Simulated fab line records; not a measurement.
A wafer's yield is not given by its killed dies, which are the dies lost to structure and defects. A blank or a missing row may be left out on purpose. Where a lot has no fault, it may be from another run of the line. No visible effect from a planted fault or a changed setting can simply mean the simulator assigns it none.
Which tool is to blame? + flow gf180mcu + 10 lots, 30 wafers sampled, at 7 steps of a route of 602

== WHAT THE GAUGES SHOWED, per wafer ==
GF_V3_RS_MEAS_24: measures by four-point-probe.
| lot  | measured     | on            | V3_W_RS (ohm/sq)  |
|------|--------------|---------------|-------------------|
| L863 | day 22 13:41 | film metro-03 | 0.323 0.327 0.320 |
| L866 | day 23 13:27 | film metro-03 | 0.326 0.323 0.328 |
| L867 | day 24 02:25 | film metro-03 | 0.327 0.333 0.333 |
| L871 | day 25 08:44 | film metro-02 | 0.329 0.323 0.332 |
| L872 | day 25 20:10 | film metro-02 | 0.335 0.339 0.328 |
| L873 | day 26 01:09 | film metro-01 | 0.317 0.328 0.321 |
| L876 | day 27 00:55 | film metro-02 | 0.321 0.331 0.332 |
| L881 | day 28 16:14 | film metro-03 | 0.194 0.195 0.194 |
| L883 | day 29 00:16 | film metro-01 | 0.195 0.195 0.195 |
| L885 | day 29 10:13 | film metro-03 | 0.326 0.323 0.324 |

GF_V3_THK_MEAS_25: measures by xrf.
| lot  | measured     | on            | V3_W_THK (nm) |
|------|--------------|---------------|---------------|
| L863 | day 22 13:48 | film metro-03 | 356 350 358   |
| L866 | day 23 13:34 | film metro-03 | 356 358 356   |
| L867 | day 24 02:31 | film metro-03 | 356 348 350   |
| L871 | day 25 08:51 | film metro-02 | 345 350 340   |
| L872 | day 25 20:17 | film metro-02 | 338 333 343   |
| L873 | day 26 01:16 | film metro-01 | 353 340 349   |
| L876 | day 27 01:02 | film metro-02 | 350 340 341   |
| L881 | day 28 16:22 | film metro-03 | - - -         |
| L883 | day 29 00:23 | film metro-01 | - - -         |
| L885 | day 29 10:20 | film metro-03 | 353 356 355   |

GF_M4_RS_MEAS_05: measures by four-point-probe.
| lot  | measured     | on            | M4_ALCU_RS (ohm/sq)  |
|------|--------------|---------------|----------------------|
| L863 | day 22 14:25 | film metro-04 | 0.0694 0.0700 0.0695 |
| L866 | day 23 14:09 | film metro-03 | 0.0686 0.0684 0.0691 |
| L867 | day 24 03:07 | film metro-02 | 0.0683 0.0687 0.0683 |
| L871 | day 25 09:27 | film metro-02 | 0.0697 0.0693 0.0696 |
| L872 | day 25 20:58 | film metro-03 | 0.0696 0.0701 0.0696 |
| L873 | day 26 01:51 | film metro-03 | 0.0703 0.0695 0.0691 |
| L876 | day 27 01:37 | film metro-04 | 0.0685 0.0697 0.0689 |
| L881 | day 28 17:03 | film metro-02 | 0.0698 0.0687 0.0688 |
| L883 | day 29 00:59 | film metro-03 | 0.0692 0.0682 0.0689 |
| L885 | day 29 10:58 | film metro-02 | 0.0695 0.0695 0.0686 |

== WHICH TOOL RAN EACH LOT (tool, then ch and the chambers of the sampled wafers, then the start) ==
| lot  | GF_M3_METAL_ETCH_16               | GF_V3_CMP_04                  | GF_V3_CVD_23                  | GF_V3_CMP_26                  |
|------|-----------------------------------|-------------------------------|-------------------------------|-------------------------------|
| L863 | rie metal-02 ch 0, day 21 11:44   | cmp-01 ch 0,1,3, day 21 12:43 | cvd w-01 ch 0,1, day 22 13:34 | cmp-01 ch 1,2,3, day 22 13:51 |
| L866 | rie metal-01 ch 1, day 22 12:17   | cmp-02 ch 0,3, day 22 13:13   | cvd w-02 ch 0,1, day 23 13:19 | cmp-01 ch 1,3, day 23 13:40   |
| L867 | rie metal-01 ch 0,1, day 23 01:10 | cmp-02 ch 0,2,3, day 23 02:13 | cvd w-01 ch 0,1, day 24 02:17 | cmp-01 ch 0,2,3, day 24 02:36 |
| L871 | rie metal-02 ch 0,1, day 24 09:14 | cmp-01 ch 0,1,2, day 24 10:08 | cvd w-01 ch 0,1, day 25 08:37 | cmp-02 ch 0,1, day 25 08:55   |
| L872 | rie metal-03 ch 0,1, day 24 19:19 | cmp-02 ch 0,2,3, day 24 21:01 | cvd w-01 ch 0,1, day 25 20:02 | cmp-01 ch 0,3, day 25 20:28   |
| L873 | rie metal-03 ch 1, day 25 02:10   | cmp-01 ch 1,2,3, day 25 03:17 | cvd w-01 ch 0,1, day 26 01:01 | cmp-01 ch 0,1,3, day 26 01:28 |
| L876 | rie metal-02 ch 1, day 26 01:46   | cmp-02 ch 0,1,3, day 26 02:47 | cvd w-02 ch 0,1, day 27 00:49 | cmp-01 ch 1,2, day 27 01:06   |
| L881 | rie metal-01 ch 0,1, day 27 17:52 | cmp-01 ch 1,3, day 27 18:51   | cvd w-01 ch 1, day 28 16:08   | cmp-02 ch 0,1,3, day 28 16:32 |
| L883 | rie metal-03 ch 0,1, day 28 02:02 | cmp-01 ch 2,3, day 28 02:56   | cvd w-01 ch 0,1, day 29 00:09 | cmp-02 ch 0,1,3, day 29 00:31 |
| L885 | rie metal-02 ch 1, day 28 12:05   | cmp-02 ch 0,1,2, day 28 13:10 | cvd w-02 ch 1, day 29 10:06   | cmp-02 ch 1,2, day 29 10:27   |
- GF_M3_METAL_ETCH_16: etches the open film in Cl2/BCl3, stops on SiO2, target depth 627.5 nm, time 104.6 s.
- GF_V3_CMP_04: polishes SiO2.
- GF_V3_CVD_23: deposits W, target thk 350 nm, time 104.9 s.
- GF_V3_CMP_26: polishes, stops on SiO2, t overpolish 15 s, target thk 0 nm.

== WHAT THE TOOLS THEMSELVES READ (means of the sampled wafers that have a number; where no wafer has one, the mark that the record gives instead) ==
GF_M3_METAL_ETCH_16.
| lot  | tool         | drypump motor current A (A) | mfc cl2 sccm (sccm) | oes product au (a.u.) | throttle valve pct (%) |
|------|--------------|-----------------------------|---------------------|-----------------------|------------------------|
| L863 | rie metal-02 | 5.2                         | 80.13               | 0.964                 | 28.268                 |
| L866 | rie metal-01 | 6.2                         | 79.76               | 0.966                 | 28.250                 |
| L867 | rie metal-01 | 6.0                         | 80.39               | 0.974                 | 28.261                 |
| L871 | rie metal-02 | 5.4                         | 80.06               | 0.981                 | 28.236                 |
| L872 | rie metal-03 | 6.3                         | 79.83               | 0.970                 | 28.252                 |
| L873 | rie metal-03 | 6.1                         | 80.22               | 0.975                 | 28.254                 |
| L876 | rie metal-02 | 5.4                         | 79.97               | 0.964                 | 28.263                 |
| L881 | rie metal-01 | 6.1                         | 80.10               | 0.978                 | 28.252                 |
| L883 | rie metal-03 | 6.3                         | 80.05               | 0.969                 | 28.251                 |
| L885 | rie metal-02 | 5.4                         | 80.14               | 0.977                 | 28.249                 |

GF_V3_CMP_04.
| lot  | tool   | motor current A (A) | time to endpoint s (s) |
|------|--------|---------------------|------------------------|
| L863 | cmp-01 | 12.7                | 79                     |
| L866 | cmp-02 | 11.7                | 84                     |
| L867 | cmp-02 | 11.8                | 89                     |
| L871 | cmp-01 | 12.6                | 88                     |
| L872 | cmp-02 | 11.9                | 86                     |
| L873 | cmp-01 | 12.5                | 75                     |
| L876 | cmp-02 | 11.2                | 89                     |
| L881 | cmp-01 | 13.5                | 86                     |
| L883 | cmp-01 | 11.6                | 84                     |
| L885 | cmp-02 | 11.0                | 86                     |

GF_V3_CVD_23.
| lot  | tool     | heater power outer w (W) | heater power w (W) | susceptor temp C (C) |
|------|----------|--------------------------|--------------------|----------------------|
| L863 | cvd w-01 | 678                      | 1067               | 400.16               |
| L866 | cvd w-02 | 445                      | 726                | 399.77               |
| L867 | cvd w-01 | 642                      | 1013               | 400.16               |
| L871 | cvd w-01 | 644                      | 1013               | 399.92               |
| L872 | cvd w-01 | 639                      | 1003               | 400.07               |
| L873 | cvd w-01 | 682                      | 1074               | 400.20               |
| L876 | cvd w-02 | 441                      | 743                | 400.05               |
| L881 | cvd w-01 | 964                      | 1483               | 446.68               |
| L883 | cvd w-01 | 937                      | 1400               | 446.57               |
| L885 | cvd w-02 | 495                      | 783                | 399.74               |

GF_V3_CMP_26.
| lot  | tool   | motor current A (A) | time to endpoint s (s) |
|------|--------|---------------------|------------------------|
| L863 | cmp-01 | 11.2                | 84                     |
| L866 | cmp-01 | 12.3                | 87                     |
| L867 | cmp-01 | 10.6                | 81                     |
| L871 | cmp-02 | 10.0                | 84                     |
| L872 | cmp-01 | 11.0                | 81                     |
| L873 | cmp-01 | 11.6                | 87                     |
| L876 | cmp-01 | 10.8                | 89                     |
| L881 | cmp-02 | 10.2                | 139                    |
| L883 | cmp-02 | 10.4                | 144                    |
| L885 | cmp-02 | 9.9                 | 87                     |

== THE ANSWER, worked out from the rows above alone ==
Rule: the lots themselves supply what counts as usual. The widest of any qualifying gaps counts: lots, ordered by their means at a reading, are off when they make up no more than a third of the lots, leave a main group of 4 or more, and stand apart from it by 3 or more times the standard deviation of that group's means. Not used: any main group whose means are identical at the precision the tables above print for the reading. Also off: a lot with no number at a reading for which 4 or more lots have one. Any other lot the step has rows for is counted as sound. The gauges are gone through in route order, then the tools' own readings, and for those a lot's mean is taken as printed above. The first step at which some lot is off is used, and at that step the reading that is off furthest; a lot without a number counts as furthest.
Off: at GF_V3_RS_MEAS_24 (V3_W_RS), L881, L883. Mean 0.327 ohm/sq and standard deviation 0.0038 in the main group.
If a tool, at a process step before that reading, ran all the lots that are off and no sound lot after the first of them, it fits. The gauges at GF_V3_RS_MEAS_24 aren't tried: what is off there is off at GF_V3_CVD_23 too, on other tools, and a gauge's error can't cause that. 2 tools fit, cmp-01 at GF_V3_CMP_04 and cvd w-01 at GF_V3_CVD_23, so this cannot tell which one it is.

== WHAT WAS PUT IN BY THE SIMULATOR ==
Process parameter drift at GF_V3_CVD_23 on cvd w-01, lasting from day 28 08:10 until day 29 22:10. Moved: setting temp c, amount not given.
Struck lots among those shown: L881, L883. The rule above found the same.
